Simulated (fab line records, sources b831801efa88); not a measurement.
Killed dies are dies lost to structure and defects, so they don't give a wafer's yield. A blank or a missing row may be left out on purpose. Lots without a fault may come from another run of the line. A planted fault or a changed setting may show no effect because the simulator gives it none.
Which tool did it? | flow gf180mcu | 12 lots, 35 wafers sampled, at 6 steps of a route of 602

WHAT THE GAUGES READ, wafer by wafer
GF_MVSD_TW_MEAS_11.
lot  | measured    | on            | MVSD_TW
L938 | day 4 11:46 | film_metro-04 | 1587 1592 1595
L939 | day 4 15:27 | film_metro-01 | 1564 1563 1558
L940 | day 4 23:24 | film_metro-04 | 1601 1593 1587
L941 | day 5 04:18 | film_metro-04 | 1593 1596 1591
L942 | day 5 09:14 | film_metro-04 | 1591 1589 1595
L943 | day 5 15:22 | film_metro-04 | 1584 1594 1588
L944 | day 5 21:47 | film_metro-01 | 1566 1567 1562
L945 | day 6 03:27 | film_metro-01 | 1577 1572 1573
L949 | day 7 04:09 | film_metro-01 | 1558 1736
L954 | day 8 07:29 | film_metro-04 | 1581 1575 1586
L955 | day 8 12:22 | film_metro-02 | 1580 1576 1572
L957 | day 9 02:34 | film_metro-01 | 1564 1567 1572

GF_MVPSD_OVL_MEAS_07.
lot  | measured    | on         | MVPSD_OVL (nm)
L938 | day 5 00:51 | overlay-02 | -3.3 -3.1 0.5
L939 | day 5 05:53 | overlay-02 | -3.6 -3.2 -1.7
L940 | day 5 13:52 | overlay-02 | -0.7 -2.1 -2.0
L941 | day 5 18:10 | overlay-01 | -2.9 -1.3 -1.1
L942 | day 5 23:41 | overlay-01 | -3.1 -3.0 -1.5
L943 | day 6 06:22 | overlay-01 | -1.2 -2.5 -0.9
L944 | day 6 12:38 | overlay-02 | 1.2 -0.6 2.1
L945 | day 6 18:19 | overlay-01 | 0.2 -0.2 -2.2
L949 | day 7 19:49 | overlay-01 | -1.4 -2.4
L954 | day 9 00:01 | overlay-02 | 0.6 -1.8 -0.4
L955 | day 9 05:58 | overlay-01 | -2.0 -0.4 1.0
L957 | day 9 19:32 | overlay-01 | -4.8 -2.2 -4.4

GF_VT_IMPLANT_OVL_MEAS_40.
lot  | measured     | on         | VT_IMPLANT_03_OVL (nm)
L938 | day 7 12:51  | overlay-02 | 0.4 -0.6 0.7
L939 | day 7 17:55  | overlay-01 | -2.4 -1.3 -1.3
L940 | day 8 04:36  | overlay-02 | -1.2 -1.6 -0.8
L941 | day 8 08:42  | overlay-02 | -1.6 -0.6 -1.2
L942 | day 8 14:52  | overlay-02 | 0.2 -2.3 -1.3
L943 | day 8 22:25  | overlay-02 | 0.5 1.5 0.0
L944 | day 9 06:14  | overlay-02 | 0.9 2.0 0.6
L945 | day 9 10:58  | overlay-02 | -2.9 -2.6 -3.1
L949 | day 10 17:37 | overlay-02 | 1.7 -0.7
L954 | day 12 00:08 | overlay-01 | 1.5 0.6 3.8
L955 | day 12 06:55 | overlay-02 | 0.8 2.8 0.8
L957 | day 12 23:09 | overlay-02 | 0.1 -1.5 -2.3

GF_VT_IMPLANT_RS_MEAS_46: measures by four-point-probe.
lot  | measured     | on            | MVSD_RS (ohm/sq)
L938 | day 7 13:21  | film_metro-01 | 457.3 458.2 458.0
L939 | day 7 18:27  | film_metro-02 | 455.7 456.1 456.5
L940 | day 8 05:07  | film_metro-02 | 454.9 455.8 456.6
L941 | day 8 09:13  | film_metro-02 | 456.7 454.5 455.5
L942 | day 8 15:22  | film_metro-02 | 456.3 456.3 455.7
L943 | day 8 22:59  | film_metro-04 | 456.3 455.9 456.8
L944 | day 9 06:44  | film_metro-02 | 456.2 456.1 457.0
L945 | day 9 11:29  | film_metro-02 | 455.1 454.9 455.5
L949 | day 10 18:20 | film_metro-04 | 455.5 383.7
L954 | day 12 00:38 | film_metro-01 | 456.4 457.7 455.4
L955 | day 12 07:26 | film_metro-04 | 456.0 455.6 455.2
L957 | day 12 23:40 | film_metro-04 | 458.5 457.0 458.1

WHICH TOOL RAN EACH LOT (tool, then ch and the chambers of the sampled wafers, then the start)
lot  | GF_STI_ETCH_13                    | GF_MVSD_IMPLANT_08
L938 | rie_diel-04 ch 2,3, day 2 02:36   | implanter-03 ch 0, day 4 11:22
L939 | rie_diel-04 ch 0,1,2, day 2 06:31 | implanter-01 ch 0, day 4 15:05
L940 | rie_diel-03 ch 0,2, day 2 12:12   | implanter-01 ch 0, day 4 23:01
L941 | rie_diel-03 ch 0,1,2, day 2 16:42 | implanter-03 ch 0, day 5 03:55
L942 | rie_diel-04 ch 0,2,3, day 2 22:43 | implanter-03 ch 0, day 5 08:52
L943 | rie_diel-04 ch 0,1, day 3 03:12   | implanter-04 ch 0, day 5 14:59
L944 | rie_diel-03 ch 1,2,3, day 3 08:15 | implanter-03 ch 0, day 5 21:23
L945 | rie_diel-04 ch 0,1, day 3 13:19   | implanter-04 ch 0, day 6 03:05
L949 | rie_diel-04 ch 2,3, day 4 10:34   | implanter-03 ch 0, day 7 03:46
L954 | rie_diel-04 ch 0,3, day 5 13:07   | implanter-01 ch 0, day 8 07:05
L955 | rie_diel-03 ch 1,2,3, day 5 17:04 | implanter-04 ch 0, day 8 11:59
L957 | rie_diel-02 ch 0,1,3, day 6 05:15 | implanter-01 ch 0, day 9 02:11
- GF_STI_ETCH_13: etches the open film in CHF3/O2, stops on Si, target depth 282.31 nm, time 112.9 s.
- GF_MVSD_IMPLANT_08

WHAT THE TOOLS THEMSELVES READ (means of the sampled wafers that have a number; where no wafer has one, the mark that the record gives instead)
GF_STI_ETCH_13.
lot  | tool        | chf3_flow_sccm (sccm) | drypump_motor_current_A (A) | oes_product_au (a.u.) | throttle_valve_pct (%)
L938 | rie_diel-04 | 50.15                 | 5.6                         | 0.831                 | 8.810
L939 | rie_diel-04 | 50.15                 | 5.5                         | 0.831                 | 8.811
L940 | rie_diel-03 | 50.06                 | 6.3                         | 0.839                 | 8.808
L941 | rie_diel-03 | 49.96                 | 6.0                         | 0.836                 | 8.801
L942 | rie_diel-04 | 49.80                 | 5.6                         | 0.836                 | 8.815
L943 | rie_diel-04 | 50.01                 | 5.5                         | 0.834                 | 8.806
L944 | rie_diel-03 | 50.19                 | 6.0                         | 0.831                 | 8.801
L945 | rie_diel-04 | 49.79                 | 5.5                         | 0.835                 | 8.819
L949 | rie_diel-04 | 49.98                 | 5.7                         | 0.839                 | 8.793
L954 | rie_diel-04 | 50.01                 | 5.7                         | 0.834                 | 8.815
L955 | rie_diel-03 | 49.99                 | 6.0                         | 0.831                 | 8.810
L957 | rie_diel-02 | 49.97                 | 5.6                         | 0.842                 | 8.809

GF_MVSD_IMPLANT_08.
lot  | tool         | beam_on_s (s) | faraday_current_uA
L938 | implanter-03 | 9.85          | 91.5
L939 | implanter-01 | 9.94          | 90.8
L940 | implanter-01 | 9.94          | 90.9
L941 | implanter-03 | 9.77          | 92.6
L942 | implanter-03 | 10.09         | 89.2
L943 | implanter-04 | 10.40         | 86.6
L944 | implanter-03 | 9.95          | 90.6
L945 | implanter-04 | 10.07         | 89.4
L949 | implanter-03 | 12.42         | 74.9
L954 | implanter-01 | 10.00         | 90.3
L955 | implanter-04 | 10.05         | 90.1
L957 | implanter-01 | 10.23         | 88.3

THE ANSWER, worked out from the rows above alone
Rule: what is usual is taken from the lots themselves. Put in order of their means at a reading, lots are off if they are a third of the lots or fewer, leave a main group of 4 or more, and stand apart from it by a gap of 3 or more times the standard deviation of the main group's means; of several such gaps the widest counts. A main group whose means are all the same, to the digits that the tables above print for the reading, isn't used. A lot without any number at a reading at which 4 lots or more have one is off too. The other lots that the step has rows for count as sound. The gauges are gone through in route order, then the tools' own readings, and for those a lot's mean is taken as printed above. The first step at which some lot is off is used, and at that step the reading that is off furthest; a lot without a number counts as furthest.
Off: L949, at GF_MVSD_TW_MEAS_11 (MVSD_TW). The main group: mean 1580, standard deviation 12.
A tool fits if, at a process step before that reading, it ran every lot that is off, and no sound lot after the first of them. The gauges at GF_MVSD_TW_MEAS_11 aren't tried: what is off there is off at GF_VT_IMPLANT_RS_MEAS_46 too, on other tools, and a gauge's error can't cause that. One fits: implanter-03 at GF_MVSD_IMPLANT_08. Its last sound lot is L944 (day 5 21:23), its first lot that is off L949 (day 7 03:46): a fault that began between those two fits.
The tool's own readings at GF_MVSD_IMPLANT_08 bear it out: on the lots that are off they differ by more than 5 times the standard deviation of the sound lots' means. beam_on_s reads 12.42 s there against 10.03 s on the sound lots; faraday_current_uA reads 74.9 there against 90.0 on the sound lots.

WHAT THE SIMULATOR HAD PUT IN
Process parameter drift: implanter-03, from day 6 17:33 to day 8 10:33, at GF_MVSD_IMPLANT_08. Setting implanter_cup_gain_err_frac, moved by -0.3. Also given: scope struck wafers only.
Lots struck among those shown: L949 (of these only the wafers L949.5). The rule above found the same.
